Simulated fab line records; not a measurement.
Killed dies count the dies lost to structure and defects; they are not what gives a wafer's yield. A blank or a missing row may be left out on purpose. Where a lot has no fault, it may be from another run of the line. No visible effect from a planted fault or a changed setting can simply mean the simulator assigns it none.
fab line records :: flow sfq-line
record:
  lots: 6
  wafers: 18
  last-day: 85
route steps=325 shown M3@122 I3@133
lots with no fault: from the same line, run without faults
start-h: hours from the record's first day to the start of the lot's first wafer shown :: wait-h: hours since the lot's step before :: " identical to the entry in the row above :: L1.1+2: a single row standing in for several wafers :: - value missing, or start not given :: * or withheld: withheld :: < > ~ a bound
route shown NAME@n: a module of which the file shows steps, and the number in the route of the first :: usual: mean/standard deviation taken from wafers without a fault :: same: alike in all rows :: chamber/n: place in a boat :: sites: each site's reading :: _std_site: standard deviation across them :: _edge_site: outer sites' mean less inner sites' :: radius-mm: how far each site lies from the wafer's centre :: mask NAME#n: copy n :: behind: the last tool/chamber to shape the wafer :: hold: reason for holding the lot/hours on hold/outcome of the hold :: device: transistor that didn't switch, given as n, p or np :: end of line: the route-end tests of the same wafers :: step lacking rows: just its recipe :: killed: dies lost to structure and defects at the first sort, not the wafer's yield :: map: dies across one wafer; x = killed, . = not, _ = none there
set.NAME: the setting as run; set.NAME@STEP: as run at that earlier step :: model.NAME: the simulator's own value behind a step, which no gauge read
lots at some steps of the route; a table a step, a row a wafer
services: the hour from which a tool's chamber was out of use, counted from the record's first day as start-h (under 0 if before that day), plus the number of hours and why
== steps ==
step: SFQ_TRILAYER_M3_LITHO_COAT_080
recipe:
  resist: BARC
  spin-rpm: 3000
  resist-thk-nm: 62
step: SFQ_TRILAYER_M3_LITHO_COAT_075
recipe:
  resist: KrF
  spin-rpm: 3000
  resist-thk-nm: 600
step: SFQ_TRILAYER_M3_LITHO_SOFTBAKE_079
recipe:
  temp-c: withheld
  time-s: withheld
  resist: KrF
step: SFQ_TRILAYER_M3_LITHO_EXPOSE_076
recipe:
  mask-id: M3
  na: 0.6
  source-shape: conventional
  sigma-outer: 0.65
  target-cd-nm: 500
  dose-mj: 14.4
step: SFQ_TRILAYER_M3_LITHO_PEB_078
recipe:
  peb-temp-c: 115
  peb-time-s: 60
  resist: KrF
step: SFQ_TRILAYER_M3_LITHO_DEVELOP_077
recipe:
  time-s: 60
  resist: KrF
step: SFQ_M3_OVL_MEAS_921
usual:
  M3_OVL: -4/6.3
lot.wafer: L970.1
tool: overlay-01
chamber: -
start-h: 891.37
wait-h: 0.1
M3_OVL[nm]: -5

lot.wafer: L970.2
tool: overlay-01
chamber: -
start-h: 891.37
wait-h: 0.1
M3_OVL[nm]: -7

lot.wafer: L970.6
tool: overlay-01
chamber: -
start-h: 891.37
wait-h: 0.1
M3_OVL[nm]: -1

lot.wafer: L973.1
tool: overlay-01
chamber: -
start-h: 920.33
wait-h: 0.1
M3_OVL[nm]: -11

lot.wafer: L973.2
tool: overlay-01
chamber: -
start-h: 920.33
wait-h: 0.1
M3_OVL[nm]: -16

lot.wafer: L973.4
tool: overlay-01
chamber: -
start-h: 920.33
wait-h: 0.1
M3_OVL[nm]: -18

lot.wafer: L975.1
tool: overlay-01
chamber: -
start-h: 934.73
wait-h: 0.1
M3_OVL[nm]: 1

lot.wafer: L975.5
tool: overlay-01
chamber: -
start-h: 934.73
wait-h: 0.1
M3_OVL[nm]: -2

lot.wafer: L975.6
tool: overlay-01
chamber: -
start-h: 934.73
wait-h: 0.1
M3_OVL[nm]: -2

lot.wafer: L977.2
tool: overlay-01
chamber: -
start-h: 947.93
wait-h: 0.1
M3_OVL[nm]: 5

lot.wafer: L977.4
tool: overlay-01
chamber: -
start-h: 947.93
wait-h: 0.1
M3_OVL[nm]: 3

lot.wafer: L977.6
tool: overlay-01
chamber: -
start-h: 947.93
wait-h: 0.1
M3_OVL[nm]: -5

lot.wafer: L989.1
tool: overlay-01
chamber: -
start-h: 1288.07
wait-h: 0.1
M3_OVL[nm]: -5

lot.wafer: L989.4
tool: overlay-01
chamber: -
start-h: 1288.07
wait-h: 0.1
M3_OVL[nm]: -2

lot.wafer: L989.5
tool: overlay-01
chamber: -
start-h: 1288.07
wait-h: 0.1
M3_OVL[nm]: -11

lot.wafer: L990.4
tool: overlay-02
chamber: -
start-h: 1291.69
wait-h: 0.1
M3_OVL[nm]: -7

lot.wafer: L990.5
tool: overlay-02
chamber: -
start-h: 1291.69
wait-h: 0.1
M3_OVL[nm]: -7

lot.wafer: L990.6
tool: overlay-02
chamber: -
start-h: 1291.69
wait-h: 0.1
M3_OVL[nm]: -7
step: SFQ_TRILAYER_M3_BARC_OPEN_METAL_ETCH_100
recipe:
  mask-material: PR
  chemistry: O2
  target-depth-nm: 125
  target: BARC
  icp-w: 600
  bias-w: 80
  pressure-mtorr: 10
  time-s: 41.7
usual:
  chamber-pressure-mTorr: 10.000/0.009
  drypump-motor-current-A: 5.8/0.39
  oes-product-au: 0.685/0.0046
lot.wafer: L970.1
tool: rie-metal-03
chamber: 1
start-h: 891.40
wait-h: 0.0
chamber-pressure-mTorr: 10.007
drypump-motor-current-A: 6.1
oes-product-au: 0.690
rf-hours-counter-h: 74

lot.wafer: L970.2
tool: rie-metal-03
chamber: 0
start-h: 891.40
wait-h: 0.0
chamber-pressure-mTorr: 9.990
drypump-motor-current-A: 5.6
oes-product-au: 0.684
rf-hours-counter-h: 95

lot.wafer: L970.6
tool: rie-metal-03
chamber: 0
start-h: 891.40
wait-h: 0.0
chamber-pressure-mTorr: 9.986
drypump-motor-current-A: 5.6
oes-product-au: 0.683
rf-hours-counter-h: -

lot.wafer: L973.1
tool: rie-metal-03
chamber: 1
start-h: 920.36
wait-h: 0.0
chamber-pressure-mTorr: 10.005
drypump-motor-current-A: 6.1
oes-product-au: 0.684
rf-hours-counter-h: 80

lot.wafer: L973.2
tool: rie-metal-03
chamber: 0
start-h: 920.36
wait-h: 0.0
chamber-pressure-mTorr: 9.985
drypump-motor-current-A: 5.6
oes-product-au: 0.683
rf-hours-counter-h: 101

lot.wafer: L973.4
tool: rie-metal-03
chamber: 1
start-h: 920.36
wait-h: 0.0
chamber-pressure-mTorr: 10.005
drypump-motor-current-A: 6.1
oes-product-au: 0.687
rf-hours-counter-h: -

lot.wafer: L975.1
tool: rie-metal-02
chamber: 1
start-h: 934.76
wait-h: 0.0
chamber-pressure-mTorr: 9.993
drypump-motor-current-A: 6.5
oes-product-au: 0.683
rf-hours-counter-h: 94

lot.wafer: L975.5
tool: rie-metal-02
chamber: 1
start-h: 934.76
wait-h: 0.0
chamber-pressure-mTorr: 10.025
drypump-motor-current-A: 6.5
oes-product-au: 0.683
rf-hours-counter-h: -

lot.wafer: L975.6
tool: rie-metal-02
chamber: 1
start-h: 934.76
wait-h: 0.0
chamber-pressure-mTorr: 9.992
drypump-motor-current-A: 6.5
oes-product-au: 0.683
rf-hours-counter-h: -

lot.wafer: L977.2
tool: rie-metal-02
chamber: 1
start-h: 947.96
wait-h: 0.0
chamber-pressure-mTorr: 10.001
drypump-motor-current-A: 6.5
oes-product-au: 0.688
rf-hours-counter-h: 97

lot.wafer: L977.4
tool: rie-metal-02
chamber: 1
start-h: 947.96
wait-h: 0.0
chamber-pressure-mTorr: 10.005
drypump-motor-current-A: 6.5
oes-product-au: 0.685
rf-hours-counter-h: -

lot.wafer: L977.6
tool: rie-metal-02
chamber: 1
start-h: 947.96
wait-h: 0.0
chamber-pressure-mTorr: 10.010
drypump-motor-current-A: 6.5
oes-product-au: 0.690
rf-hours-counter-h: -

lot.wafer: L989.1
tool: rie-metal-03
chamber: 1
start-h: 1288.11
wait-h: 0.0
chamber-pressure-mTorr: 9.992
drypump-motor-current-A: 6.1
oes-product-au: 0.686
rf-hours-counter-h: 148

lot.wafer: L989.4
tool: rie-metal-03
chamber: 0
start-h: 1288.11
wait-h: 0.0
chamber-pressure-mTorr: 10.002
drypump-motor-current-A: 5.5
oes-product-au: 0.686
rf-hours-counter-h: -

lot.wafer: L989.5
tool: rie-metal-03
chamber: 1
start-h: 1288.11
wait-h: 0.0
chamber-pressure-mTorr: 9.999
drypump-motor-current-A: 6.1
oes-product-au: 0.694
rf-hours-counter-h: -

lot.wafer: L990.4
tool: rie-metal-04
chamber: 0
start-h: 1291.73
wait-h: 0.0
chamber-pressure-mTorr: 9.991
drypump-motor-current-A: 5.9
oes-product-au: 0.676
rf-hours-counter-h: -

lot.wafer: L990.5
tool: rie-metal-04
chamber: 0
start-h: 1291.73
wait-h: 0.0
chamber-pressure-mTorr: 9.992
drypump-motor-current-A: 5.9
oes-product-au: 0.688
rf-hours-counter-h: -

lot.wafer: L990.6
tool: rie-metal-04
chamber: 1
start-h: 1291.73
wait-h: 0.0
chamber-pressure-mTorr: 9.991
drypump-motor-current-A: 5.4
oes-product-au: 0.681
rf-hours-counter-h: -
step: SFQ_TRILAYER_M3_ETCH_METAL_ETCH_078
recipe:
  target: Nb
  stop-on: SiO2
  mask-material: PR
  chemistry: Cl2/Ar
  target-depth-nm: 240
  icp-w: 600
  bias-w: 80
  pressure-mtorr: 10
  time-s: 120
usual:
  chamber-pressure-mTorr: 10.001/0.0089
  drypump-motor-current-A: 5.8/0.38
  oes-product-au: 0.898/0.0075
lot.wafer: L970.1
tool: rie-metal-03
chamber: 1
start-h: 891.46
wait-h: 0.0
chamber-pressure-mTorr: 9.991
drypump-motor-current-A: 6.1
oes-product-au: 0.907
rf-hours-counter-h: 74

lot.wafer: L970.2
tool: rie-metal-03
chamber: 0
start-h: 891.46
wait-h: 0.0
chamber-pressure-mTorr: 10.009
drypump-motor-current-A: 5.6
oes-product-au: 0.908
rf-hours-counter-h: 95

lot.wafer: L970.6
tool: rie-metal-03
chamber: 0
start-h: 891.46
wait-h: 0.0
chamber-pressure-mTorr: 9.990
drypump-motor-current-A: 5.6
oes-product-au: 0.893
rf-hours-counter-h: -

lot.wafer: L973.1
tool: rie-metal-03
chamber: 1
start-h: 920.42
wait-h: 0.0
chamber-pressure-mTorr: 9.998
drypump-motor-current-A: 6.1
oes-product-au: 0.895
rf-hours-counter-h: 80

lot.wafer: L973.2
tool: rie-metal-03
chamber: 0
start-h: 920.42
wait-h: 0.0
chamber-pressure-mTorr: 9.999
drypump-motor-current-A: 5.6
oes-product-au: 0.895
rf-hours-counter-h: 101

lot.wafer: L973.4
tool: rie-metal-03
chamber: 1
start-h: 920.42
wait-h: 0.0
chamber-pressure-mTorr: 9.999
drypump-motor-current-A: 6.1
oes-product-au: 0.896
rf-hours-counter-h: -

lot.wafer: L975.1
tool: rie-metal-02
chamber: 1
start-h: 934.88
wait-h: 0.1
chamber-pressure-mTorr: 9.995
drypump-motor-current-A: 6.5
oes-product-au: 0.904
rf-hours-counter-h: 94

lot.wafer: L975.5
tool: rie-metal-02
chamber: 1
start-h: 934.88
wait-h: 0.1
chamber-pressure-mTorr: 9.999
drypump-motor-current-A: 6.5
oes-product-au: 0.903
rf-hours-counter-h: -

lot.wafer: L975.6
tool: rie-metal-02
chamber: 1
start-h: 934.88
wait-h: 0.1
chamber-pressure-mTorr: 9.999
drypump-motor-current-A: 6.5
oes-product-au: 0.909
rf-hours-counter-h: -

lot.wafer: L977.2
tool: rie-metal-02
chamber: 1
start-h: 948.02
wait-h: 0.0
chamber-pressure-mTorr: 10.015
drypump-motor-current-A: 6.4
oes-product-au: 0.902
rf-hours-counter-h: 97

lot.wafer: L977.4
tool: rie-metal-02
chamber: 1
start-h: 948.02
wait-h: 0.0
chamber-pressure-mTorr: 9.995
drypump-motor-current-A: 6.5
oes-product-au: 0.913
rf-hours-counter-h: -

lot.wafer: L977.6
tool: rie-metal-02
chamber: 1
start-h: 948.02
wait-h: 0.0
chamber-pressure-mTorr: 9.988
drypump-motor-current-A: 6.5
oes-product-au: 0.910
rf-hours-counter-h: -

lot.wafer: L989.1
tool: rie-metal-03
chamber: 1
start-h: 1288.17
wait-h: 0.0
chamber-pressure-mTorr: 9.992
drypump-motor-current-A: 6.1
oes-product-au: 0.901
rf-hours-counter-h: 148

lot.wafer: L989.4
tool: rie-metal-03
chamber: 0
start-h: 1288.17
wait-h: 0.0
chamber-pressure-mTorr: 10.003
drypump-motor-current-A: 5.5
oes-product-au: 0.891
rf-hours-counter-h: -

lot.wafer: L989.5
tool: rie-metal-03
chamber: 1
start-h: 1288.17
wait-h: 0.0
chamber-pressure-mTorr: 9.992
drypump-motor-current-A: 6.1
oes-product-au: 0.893
rf-hours-counter-h: -

lot.wafer: L990.4
tool: rie-metal-04
chamber: 0
start-h: 1291.81
wait-h: 0.1
chamber-pressure-mTorr: 10.026
drypump-motor-current-A: 5.9
oes-product-au: 0.907
rf-hours-counter-h: -

lot.wafer: L990.5
tool: rie-metal-04
chamber: 0
start-h: 1291.81
wait-h: 0.1
chamber-pressure-mTorr: 10.009
drypump-motor-current-A: 5.9
oes-product-au: 0.890
rf-hours-counter-h: -

lot.wafer: L990.6
tool: rie-metal-04
chamber: 1
start-h: 1291.81
wait-h: 0.1
chamber-pressure-mTorr: 10.003
drypump-motor-current-A: 5.3
oes-product-au: 0.902
rf-hours-counter-h: -
step: SFQ_TRILAYER_M3_STRIP_STRIP_079
recipe:
  gas: O2
  power-w: 200
  platen-temp-c: 40
  overash-fraction: 0.65
  chemistry: O2
  pressure-mtorr: 50
usual:
  chamber-pressure-mTorr: 50.00/0.047
  drypump-motor-current-A: 5.8/0.38
  oes-product-au: 0.999/0.0079
  platen-temp-c: 40.01/0.11
lot.wafer: L970.1
tool: rie-metal-03
chamber: 1
start-h: 891.59
wait-h: 0.1
chamber-pressure-mTorr: 49.99
drypump-motor-current-A: 6.1
oes-product-au: 1.007
platen-temp-c: 40.04
rf-hours-counter-h: 75

lot.wafer: L970.2
tool: rie-metal-03
chamber: 0
start-h: 891.59
wait-h: 0.1
chamber-pressure-mTorr: 50.04
drypump-motor-current-A: 5.6
oes-product-au: 0.997
platen-temp-c: 40.12
rf-hours-counter-h: 95

lot.wafer: L970.6
tool: rie-metal-03
chamber: 0
start-h: 891.59
wait-h: 0.1
chamber-pressure-mTorr: 49.98
drypump-motor-current-A: 5.6
oes-product-au: 0.997
platen-temp-c: 40.08
rf-hours-counter-h: -

lot.wafer: L973.1
tool: rie-metal-03
chamber: 1
start-h: 920.55
wait-h: 0.1
chamber-pressure-mTorr: 50.03
drypump-motor-current-A: 6.1
oes-product-au: 1.006
platen-temp-c: 40.00
rf-hours-counter-h: 80

lot.wafer: L973.2
tool: rie-metal-03
chamber: 0
start-h: 920.55
wait-h: 0.1
chamber-pressure-mTorr: 50.05
drypump-motor-current-A: 5.6
oes-product-au: 0.985
platen-temp-c: 40.04
rf-hours-counter-h: 101

lot.wafer: L973.4
tool: rie-metal-03
chamber: 1
start-h: 920.55
wait-h: 0.1
chamber-pressure-mTorr: 49.99
drypump-motor-current-A: 6.1
oes-product-au: 1.001
platen-temp-c: 39.97
rf-hours-counter-h: -

lot.wafer: L975.1
tool: rie-metal-02
chamber: 1
start-h: 935.13
wait-h: 0.2
chamber-pressure-mTorr: 50.02
drypump-motor-current-A: 6.5
oes-product-au: 1.000
platen-temp-c: 39.98
rf-hours-counter-h: 95

lot.wafer: L975.5
tool: rie-metal-02
chamber: 1
start-h: 935.13
wait-h: 0.2
chamber-pressure-mTorr: 49.91
drypump-motor-current-A: 6.5
oes-product-au: 1.000
platen-temp-c: 40.03
rf-hours-counter-h: -

lot.wafer: L975.6
tool: rie-metal-02
chamber: 1
start-h: 935.13
wait-h: 0.2
chamber-pressure-mTorr: 50.01
drypump-motor-current-A: 6.5
oes-product-au: 1.005
platen-temp-c: 39.92
rf-hours-counter-h: -

lot.wafer: L977.2
tool: rie-metal-02
chamber: 1
start-h: 948.15
wait-h: 0.1
chamber-pressure-mTorr: 49.96
drypump-motor-current-A: 6.5
oes-product-au: 1.000
platen-temp-c: 39.96
rf-hours-counter-h: 98

lot.wafer: L977.4
tool: rie-metal-02
chamber: 1
start-h: 948.15
wait-h: 0.1
chamber-pressure-mTorr: 49.88
drypump-motor-current-A: 6.5
oes-product-au: 1.002
platen-temp-c: 40.11
rf-hours-counter-h: -

lot.wafer: L977.6
tool: rie-metal-02
chamber: 1
start-h: 948.15
wait-h: 0.1
chamber-pressure-mTorr: 49.91
drypump-motor-current-A: 6.5
oes-product-au: 0.997
platen-temp-c: 39.73
rf-hours-counter-h: -

lot.wafer: L989.1
tool: rie-metal-03
chamber: 1
start-h: 1288.29
wait-h: 0.1
chamber-pressure-mTorr: 50.01
drypump-motor-current-A: 6.1
oes-product-au: 0.986
platen-temp-c: 40.02
rf-hours-counter-h: 148

lot.wafer: L989.4
tool: rie-metal-03
chamber: 0
start-h: 1288.29
wait-h: 0.1
chamber-pressure-mTorr: 50.02
drypump-motor-current-A: 5.6
oes-product-au: 0.987
platen-temp-c: 40.04
rf-hours-counter-h: -

lot.wafer: L989.5
tool: rie-metal-03
chamber: 1
start-h: 1288.29
wait-h: 0.1
chamber-pressure-mTorr: 50.08
drypump-motor-current-A: 6.1
oes-product-au: 1.004
platen-temp-c: 39.92
rf-hours-counter-h: -

lot.wafer: L990.4
tool: rie-metal-04
chamber: 0
start-h: 1292.09
wait-h: 0.2
chamber-pressure-mTorr: 50.00
drypump-motor-current-A: 5.9
oes-product-au: 0.994
platen-temp-c: 39.85
rf-hours-counter-h: -

lot.wafer: L990.5
tool: rie-metal-04
chamber: 0
start-h: 1292.09
wait-h: 0.2
chamber-pressure-mTorr: 50.05
drypump-motor-current-A: 5.9
oes-product-au: 0.987
platen-temp-c: 39.93
rf-hours-counter-h: -

lot.wafer: L990.6
tool: rie-metal-04
chamber: 1
start-h: 1292.09
wait-h: 0.2
chamber-pressure-mTorr: 49.89
drypump-motor-current-A: 5.4
oes-product-au: 0.981
platen-temp-c: 39.92
rf-hours-counter-h: -
step: SFQ_TRILAYER_M3_STRIP_SOLV_CLEAN_080
recipe:
  chemistry: NMP
  temp-c: 70
  time-s: 600
step: SFQ_TRILAYER_I3_DEP_PECVD_081
recipe:
  material: SiO2
  temp-c: 150
  time-s: 111.11
  pressure-torr: 2.4
  rf-w: 183.3
  precursor: SiH4/N2O
  target-thk-nm: 500
usual:
  chamber-pressure-Torr: 2.400/0.0056
  heater-power-w: 83/23
  showerhead-vpp-V: 844/37
  throttle-valve-pct: 24.5/1.1
lot.wafer: L970.1
tool: pecvd-03
chamber: 2
start-h: 892.36
wait-h: 0.0
chamber-pressure-Torr: 2.402
heater-power-w: 96
showerhead-vpp-V: 924
throttle-valve-pct: 24.2

lot.wafer: L970.2
tool: pecvd-03
chamber: 1
start-h: 892.36
wait-h: 0.0
chamber-pressure-Torr: 2.405
heater-power-w: 82
showerhead-vpp-V: 858
throttle-valve-pct: 25.2

lot.wafer: L970.6
tool: pecvd-03
chamber: 0
start-h: 892.36
wait-h: 0.0
chamber-pressure-Torr: 2.398
heater-power-w: 69
showerhead-vpp-V: 842
throttle-valve-pct: 25.0

lot.wafer: L973.1
tool: pecvd-02
chamber: 1
start-h: 921.32
wait-h: 0.0
chamber-pressure-Torr: 2.393
heater-power-w: 107
showerhead-vpp-V: 819
throttle-valve-pct: 25.0

lot.wafer: L973.2
tool: pecvd-02
chamber: 2
start-h: 921.32
wait-h: 0.0
chamber-pressure-Torr: 2.402
heater-power-w: 44
showerhead-vpp-V: 858
throttle-valve-pct: 25.4

lot.wafer: L973.4
tool: pecvd-02
chamber: 2
start-h: 921.32
wait-h: 0.0
chamber-pressure-Torr: 2.400
heater-power-w: 43
showerhead-vpp-V: 844
throttle-valve-pct: 25.2

lot.wafer: L975.1
tool: pecvd-03
chamber: 0
start-h: 936.51
wait-h: 0.0
chamber-pressure-Torr: 2.396
heater-power-w: 59
showerhead-vpp-V: 835
throttle-valve-pct: 25.0

lot.wafer: L975.5
tool: pecvd-03
chamber: 1
start-h: 936.51
wait-h: 0.0
chamber-pressure-Torr: 2.405
heater-power-w: 87
showerhead-vpp-V: 853
throttle-valve-pct: 25.2

lot.wafer: L975.6
tool: pecvd-03
chamber: 0
start-h: 936.51
wait-h: 0.0
chamber-pressure-Torr: 2.402
heater-power-w: 61
showerhead-vpp-V: 825
throttle-valve-pct: 25.2

lot.wafer: L977.2
tool: pecvd-01
chamber: 2
start-h: 948.92
wait-h: 0.0
chamber-pressure-Torr: 2.398
heater-power-w: 77
showerhead-vpp-V: 831
throttle-valve-pct: 23.8

lot.wafer: L977.4
tool: pecvd-01
chamber: 1
start-h: 948.92
wait-h: 0.0
chamber-pressure-Torr: 2.397
heater-power-w: 108
showerhead-vpp-V: 803
throttle-valve-pct: 22.4

lot.wafer: L977.6
tool: pecvd-01
chamber: 2
start-h: 948.92
wait-h: 0.0
chamber-pressure-Torr: 2.406
heater-power-w: 82
showerhead-vpp-V: 815
throttle-valve-pct: 23.6

lot.wafer: L989.1
tool: pecvd-01
chamber: 0
start-h: 1289.07
wait-h: 0.0
chamber-pressure-Torr: 2.405
heater-power-w: 72
showerhead-vpp-V: 818
throttle-valve-pct: 23.0

lot.wafer: L989.4
tool: pecvd-01
chamber: 2
start-h: 1289.07
wait-h: 0.0
chamber-pressure-Torr: 2.404
heater-power-w: 90
showerhead-vpp-V: 811
throttle-valve-pct: 25.5

lot.wafer: L989.5
tool: pecvd-01
chamber: 0
start-h: 1289.07
wait-h: 0.0
chamber-pressure-Torr: 2.401
heater-power-w: 59
showerhead-vpp-V: 824
throttle-valve-pct: 23.1

lot.wafer: L990.4
tool: pecvd-02
chamber: 1
start-h: 1292.71
wait-h: 0.0
chamber-pressure-Torr: 2.400
heater-power-w: 106
showerhead-vpp-V: 843
throttle-valve-pct: 25.7

lot.wafer: L990.5
tool: pecvd-02
chamber: 2
start-h: 1292.71
wait-h: 0.0
chamber-pressure-Torr: 2.402
heater-power-w: 35
showerhead-vpp-V: 854
throttle-valve-pct: 26.0

lot.wafer: L990.6
tool: pecvd-02
chamber: 0
start-h: 1292.71
wait-h: 0.0
chamber-pressure-Torr: 2.398
heater-power-w: 110
showerhead-vpp-V: 864
throttle-valve-pct: 24.1
step: SFQ_TRILAYER_I3_CMP_CMP_082
recipe:
  material: SiO2
  down-force-psi: 3
  platen-rpm: 60
  pad-velocity-m-s: 0.94248
usual:
  motor-current-A: 10.1/1.1
  platen-rpm: 60.00/0.037
  time-to-endpoint-s: 216/7.1
lot.wafer: L970.1
tool: cmp-02
chamber: 2
start-h: 928.09
wait-h: 35.7
motor-current-A: 10.5
platen-rpm: 60.00
time-to-endpoint-s: 206

lot.wafer: L970.2
tool: cmp-02
chamber: 1
start-h: 929.59
wait-h: 37.2
motor-current-A: 9.6
platen-rpm: 60.02
time-to-endpoint-s: 207

lot.wafer: L970.6
tool: cmp-02
chamber: 2
start-h: 929.59
wait-h: 37.2
motor-current-A: 10.8
platen-rpm: 59.96
time-to-endpoint-s: 206

lot.wafer: L973.4
tool: cmp-02
chamber: 3
start-h: 937.09
wait-h: 15.7
motor-current-A: 8.3
platen-rpm: 60.02
time-to-endpoint-s: 224

lot.wafer: L973.1
tool: cmp-02
chamber: 0
start-h: 937.09
wait-h: 15.7
motor-current-A: 10.2
platen-rpm: 59.96
time-to-endpoint-s: 215

lot.wafer: L973.2
tool: cmp-02
chamber: 1
start-h: 937.09
wait-h: 15.7
motor-current-A: 9.8
platen-rpm: 60.00
time-to-endpoint-s: 226

lot.wafer: L975.1
tool: cmp-02
chamber: 1
start-h: 946.09
wait-h: 9.5
motor-current-A: 10.0
platen-rpm: 65.94
time-to-endpoint-s: 196

lot.wafer: L975.5
tool: cmp-02
chamber: 1
start-h: 948.09
wait-h: 11.5
motor-current-A: 9.5
platen-rpm: 65.89
time-to-endpoint-s: 196

lot.wafer: L975.6
tool: cmp-02
chamber: 2
start-h: 948.09
wait-h: 11.5
motor-current-A: 10.8
platen-rpm: 59.97
time-to-endpoint-s: 208

lot.wafer: L977.4
tool: cmp-02
chamber: 1
start-h: 958.09
wait-h: 9.1
motor-current-A: 9.2
platen-rpm: 65.96
time-to-endpoint-s: 217

lot.wafer: L977.2
tool: cmp-02
chamber: 3
start-h: 959.09
wait-h: 10.1
motor-current-A: 8.2
platen-rpm: 60.02
time-to-endpoint-s: 224

lot.wafer: L977.6
tool: cmp-02
chamber: 2
start-h: 960.59
wait-h: 11.6
motor-current-A: 10.6
platen-rpm: 60.07
time-to-endpoint-s: 233

lot.wafer: L989.1
tool: cmp-02
chamber: 3
start-h: 1290.80
wait-h: 1.7
motor-current-A: 8.7
platen-rpm: 60.04
time-to-endpoint-s: 205

lot.wafer: L989.4
tool: cmp-02
chamber: 0
start-h: 1290.80
wait-h: 1.7
motor-current-A: 9.4
platen-rpm: 60.04
time-to-endpoint-s: 213

lot.wafer: L989.5
tool: cmp-02
chamber: 0
start-h: 1293.30
wait-h: 4.2
motor-current-A: 10.0
platen-rpm: 59.96
time-to-endpoint-s: 212

lot.wafer: L990.4
tool: cmp-01
chamber: 0
start-h: 1295.05
wait-h: 2.3
motor-current-A: 9.4
platen-rpm: 60.03
time-to-endpoint-s: 215

lot.wafer: L990.6
tool: cmp-01
chamber: 3
start-h: 1296.55
wait-h: 3.8
motor-current-A: 11.1
platen-rpm: 60.04
time-to-endpoint-s: 221

lot.wafer: L990.5
tool: cmp-01
chamber: 0
start-h: 1296.55
wait-h: 3.8
motor-current-A: 9.5
platen-rpm: 59.98
time-to-endpoint-s: 220
step: SFQ_I3_BOW_MEAS_922
recipe:
  mode: bow
usual:
  I3_BOW: 2/8.3
lot.wafer: L970.1
tool: film-metro-01
chamber: -
start-h: 931.09
wait-h: 2.5
I3_BOW[um]: 13

lot.wafer: L970.2
tool: film-metro-01
chamber: -
start-h: 931.09
wait-h: 2.5
I3_BOW[um]: 9

lot.wafer: L970.6
tool: film-metro-01
chamber: -
start-h: 931.09
wait-h: 2.5
I3_BOW[um]: 0

lot.wafer: L973.1
tool: film-metro-01
chamber: -
start-h: 940.09
wait-h: 2.0
I3_BOW[um]: -4

lot.wafer: L973.2
tool: film-metro-01
chamber: -
start-h: 940.09
wait-h: 2.0
I3_BOW[um]: -5

lot.wafer: L973.4
tool: film-metro-01
chamber: -
start-h: 940.09
wait-h: 2.0
I3_BOW[um]: 2

lot.wafer: L975.1
tool: film-metro-04
chamber: -
start-h: 949.09
wait-h: 2.5
I3_BOW[um]: -10

lot.wafer: L975.5
tool: film-metro-04
chamber: -
start-h: 949.09
wait-h: 2.5
I3_BOW[um]: -12

lot.wafer: L975.6
tool: film-metro-04
chamber: -
start-h: 949.09
wait-h: 2.5
I3_BOW[um]: -3

lot.wafer: L977.2
tool: film-metro-04
chamber: -
start-h: 961.11
wait-h: 1.5
I3_BOW[um]: -1

lot.wafer: L977.4
tool: film-metro-04
chamber: -
start-h: 961.11
wait-h: 1.5
I3_BOW[um]: 6

lot.wafer: L977.6
tool: film-metro-04
chamber: -
start-h: 961.11
wait-h: 1.5
I3_BOW[um]: 0

lot.wafer: L989.1
tool: film-metro-02
chamber: -
start-h: 1293.80
wait-h: 2.5
I3_BOW[um]: 1

lot.wafer: L989.4
tool: film-metro-02
chamber: -
start-h: 1293.80
wait-h: 2.5
I3_BOW[um]: 5

lot.wafer: L989.5
tool: film-metro-02
chamber: -
start-h: 1293.80
wait-h: 2.5
I3_BOW[um]: -9

lot.wafer: L990.4
tool: film-metro-02
chamber: -
start-h: 1297.61
wait-h: 2.1
I3_BOW[um]: -2

lot.wafer: L990.5
tool: film-metro-02
chamber: -
start-h: 1297.61
wait-h: 2.1
I3_BOW[um]: -14

lot.wafer: L990.6
tool: film-metro-02
chamber: -
start-h: 1297.61
wait-h: 2.1
I3_BOW[um]: -14
== services ==
tool: cmp-02
chamber: -
start-h: 875.63
hours: 10.5
kind: pm

tool: rie-metal-02
chamber: -
start-h: 891.60
hours: 14.6
kind: pm

tool: cmp-02
chamber: -
start-h: 913.36
hours: 0.6
kind: repair

tool: rie-metal-02
chamber: 0
start-h: 930.69
hours: 5.6
kind: repair

tool: rie-metal-04
chamber: -
start-h: 934.25
hours: 4.0
kind: pm

tool: rie-metal-04
chamber: 0
start-h: 945.85
hours: 133.0
kind: repair

tool: rie-metal-04
chamber: -
start-h: 979.66
hours: 28.1
kind: pm

tool: cmp-02
chamber: -
start-h: 983.30
hours: 0.7
kind: repair

tool: rie-metal-03
chamber: -
start-h: 994.66
hours: 2.8
kind: pm

tool: rie-metal-03
chamber: 0
start-h: 1009.15
hours: 10.0
kind: repair

tool: rie-metal-04
chamber: 1
start-h: 1036.43
hours: 8.0
kind: repair

tool: rie-metal-02
chamber: 0
start-h: 1038.25
hours: 2.3
kind: repair

tool: cmp-02
chamber: -
start-h: 1071.37
hours: 1.0
kind: repair

tool: rie-metal-04
chamber: -
start-h: 1090.39
hours: 2.8
kind: pm

tool: cmp-02
chamber: -
start-h: 1091.21
hours: 4.0
kind: pm

tool: cmp-02
chamber: -
start-h: 1092.74
hours: 9.9
kind: repair

tool: cmp-02
chamber: -
start-h: 1107.90
hours: 2.4
kind: repair

tool: rie-metal-04
chamber: -
start-h: 1154.38
hours: 1.1
kind: repair

tool: rie-metal-02
chamber: -
start-h: 1165.26
hours: 0.6
kind: repair

tool: cmp-02
chamber: -
start-h: 1170.33
hours: 4.4
kind: pm

tool: cmp-02
chamber: -
start-h: 1230.56
hours: 1.1
kind: repair

tool: cmp-02
chamber: -
start-h: 1251.88
hours: 2.5
kind: repair

tool: rie-metal-02
chamber: -
start-h: 1282.96
hours: 0.4
kind: repair

tool: cmp-02
chamber: -
start-h: 1286.89
hours: 3.9
kind: repair
== key ==
first-sign:
  step: SFQ_TRILAYER_I3_CMP_CMP_082
  reading: platen-rpm
  direction: up
  sigmas: 99+
  usual: 60.00
  struck: 65.93
effect none on later readings
met-at SFQ_TRILAYER_I3_CMP_CMP_082
struck-wafers L975.1,L975.5,L977.4
onset-between 937.09 946.09
fault:
  kind: process-parameter-drift
  tool: cmp-02
  chamber: 1
  onset-h: 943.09
  steps: SFQ_TRILAYER_I3_CMP_CMP_082
  channel: platen-rpm
  offset: 6
  shape: step
  end-h: 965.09
  acts-in: these-recipes-only
  stated: 60
